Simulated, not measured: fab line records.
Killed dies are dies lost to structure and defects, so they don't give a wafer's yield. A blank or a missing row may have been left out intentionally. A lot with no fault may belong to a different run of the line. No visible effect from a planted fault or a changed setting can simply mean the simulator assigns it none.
One fault seen from 2 desks | flow gf180mcu | numbers are kept per desk, each desk with only its own; the story behind them comes last

== METROLOGY DESK ==
What the gauges read for every lot (on any tool): the sampled wafers with a number, averaged. Marked OUT: a lot whose mean sits more than 4 standard deviations from the usual mean, which makes it out of limits; the brackets give that distance.
Columns: A = VT_IMPLANT_03_OVL at GF_VT_IMPLANT_OVL_MEAS_40, usual 1.6 nm; B = POLY_GATE_CVD_00_THK at GF_POLY_GATE_THK_MEAS_01, usual 200.6 nm
lot  | first seen here | A    | B
L202 | day 7 21:02     | 1.8  | 200.3
L205 | day 8 18:30     | -0.1 | 199.7
L206 | day 8 21:53     | 3.0  | 199.1
L208 | day 9 09:56     | 5.0  | 206.2
L209 | day 9 18:01     | -0.1 | 200.8
L211 | day 10 08:17    | 1.0  | 202.1
L212 | day 10 14:14    | 2.7  | 198.8
L214 | day 11 05:05    | 1.9  | 112.2 (-37) OUT
L215 | day 11 08:59    | 2.4  | 113.9 (-36) OUT
L217 | day 12 05:53    | 0.1  | 199.9
L224 | day 14 01:02    | 1.4  | 199.0
Finding of this desk: L214, L215 out of limits, first seen on L214 at day 12 07:41 (POLY_GATE_CVD_00_THK at GF_POLY_GATE_THK_MEAS_01). L202, L205, L206, L208, L209, L211, L212, L217, L224 stayed within limits.

== TOOL OWNER'S DESK, lpcvd-02 ==
The tool's own readings at GF_POLY_GATE_CVD_00 (deposits poly-Si, target thk 200 nm, time 1200 s): means of the sampled wafers that have a number, for each lot that ran on this tool. Marked OUT: a lot whose mean sits more than 4 standard deviations from the usual mean, which makes it out of limits; the brackets give that distance.
Columns: A = spike-tc-bottom-C at GF_POLY_GATE_CVD_00, usual 639.9 C; B = spike-tc-centre-C at GF_POLY_GATE_CVD_00, usual 622.0 C; C = spike-tc-lower-C at GF_POLY_GATE_CVD_00, usual 620.1 C; D = spike-tc-top-C at GF_POLY_GATE_CVD_00, usual 641 C; E = spike-tc-upper-C at GF_POLY_GATE_CVD_00, usual 621.0 C; F = susceptor-temp-C at GF_POLY_GATE_CVD_00, usual 620.00 C
lot  | first seen here | A                | B               | C               | D              | E               | F
L202 | day 8 18:35     | 634.8            | 621.4           | 619.6           | 638            | 619.1           | 619.86
L205 | day 9 17:18     | 635.9            | 623.2           | 619.8           | 638            | 619.9           | 620.08
L212 | day 11 14:31    | 642.4            | 622.8           | 619.7           | 638            | 621.0           | 619.45
L214 | day 12 06:22    | 618.8 (-7.3) OUT | 598.4 (-21) OUT | 597.9 (-20) OUT | 616 (-6.6) OUT | 599.6 (-15) OUT | 596.69 (-80) OUT
L215 | day 12 10:01    | 612.7 (-9.4) OUT | 599.0 (-21) OUT | 596.6 (-21) OUT | 617 (-6.3) OUT | 596.6 (-17) OUT | 597.15 (-79) OUT
L224 | day 15 02:34    | 637.1            | 622.0           | 619.4           | 638            | 618.7           | 619.81
This desk's finding: out of limits on L214, L215; first on L214, day 12 06:22 (spike-tc-bottom-C at GF_POLY_GATE_CVD_00). L202, L205, L212, L224 stayed within limits.

== BROUGHT TOGETHER ==
At day 12 06:22, on L214, L215, the tool owner's desk was in a position to raise an alarm.
At day 12 07:41 the metrology desk could have sounded an alarm, on L214, L215.
Of the lots named, all ran GF_POLY_GATE_CVD_00 on lpcvd-02.

== WHAT THE SIMULATOR HAD PUT IN ==
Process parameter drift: lpcvd-02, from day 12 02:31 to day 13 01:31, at GF_POLY_GATE_CVD_00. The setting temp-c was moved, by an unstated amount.
Struck lots among those shown: L214, L215.
Time in hours from fault onset to the first out-of-limits reading at each desk: tool owner's desk 4, metrology desk 5.
